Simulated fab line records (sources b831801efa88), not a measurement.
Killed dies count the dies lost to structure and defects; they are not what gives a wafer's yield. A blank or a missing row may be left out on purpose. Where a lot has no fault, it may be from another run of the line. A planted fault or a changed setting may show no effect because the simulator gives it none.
Which of the tools did it? | flow sky130 | 6 lots with 18 wafers sampled at 3 steps, on a route of 708 steps

WHAT THE GAUGES SHOWED, per wafer
SKY_SONOS_ONO_THK_MEAS_01.
lot  | measured     | on            | SONOS_ONO_OXIDATION_THK (nm)
L404 | day 12 14:40 | film-metro-04 | 2.64 2.65 2.55
L408 | day 13 11:10 | film-metro-02 | 2.96 2.99 2.96
L410 | day 14 07:36 | film-metro-04 | 2.90 2.92 2.91
L420 | day 17 08:35 | film-metro-04 | 2.57 2.55 2.53
L422 | day 18 12:45 | film-metro-01 | 2.65 2.66 2.71
L424 | day 19 15:59 | film-metro-01 | 2.74 2.71 2.66

WHICH TOOL RAN EACH LOT (tool, then ch and the chambers of the sampled wafers, then the start)
lot  | SKY_VT_ADJUST_NCORE_STRIP_10         | SKY_SONOS_ONO_OXIDATION_00
L404 | plasma-asher-02 ch 0,1, day 9 14:31  | furnace-01 ch 0, day 12 13:19
L408 | plasma-asher-04 ch 0,1, day 10 08:29 | furnace-01 ch 0, day 13 09:49
L410 | plasma-asher-02 ch 0,1, day 11 00:58 | furnace-01 ch 0, day 14 06:16
L420 | plasma-asher-04 ch 0,1, day 13 20:01 | furnace-02 ch 0, day 17 07:14
L422 | plasma-asher-01 ch 0,1, day 14 20:29 | furnace-01 ch 0, day 18 11:23
L424 | plasma-asher-01 ch 0,1, day 15 19:55 | furnace-01 ch 0, day 19 14:38
- SKY_VT_ADJUST_NCORE_STRIP_10: strips in O2/N2.
- SKY_SONOS_ONO_OXIDATION_00: stabilise 600 s, purge 300 s, target thk 2.6 nm.

THE ANSWER, worked out from the rows above alone
Rule: usual is defined by the lots themselves. Put in order of their means at a reading, lots are off if they are a third of the lots or fewer, leave a main group of 4 or more, and stand apart from it by a gap of 3 or more times the standard deviation of the main group's means; of several such gaps the widest counts. If all means in a main group match to the digits the tables above print for the reading, that group is not used. Also off: a lot with no number at a reading for which 4 or more lots have one. All remaining lots with rows at the step are treated as sound.
Off: L408, L410, seen at SKY_SONOS_ONO_THK_MEAS_01 (SONOS_ONO_OXIDATION_THK). The main group: mean 2.63 nm, standard deviation 0.059.
A tool fits if, at a process step before that reading, it ran every lot that is off, and no sound lot after the first of them. The gauges at SKY_SONOS_ONO_THK_MEAS_01 are tried like those tools. No candidate that was tried fits.

WHAT THE SIMULATOR HAD PUT IN
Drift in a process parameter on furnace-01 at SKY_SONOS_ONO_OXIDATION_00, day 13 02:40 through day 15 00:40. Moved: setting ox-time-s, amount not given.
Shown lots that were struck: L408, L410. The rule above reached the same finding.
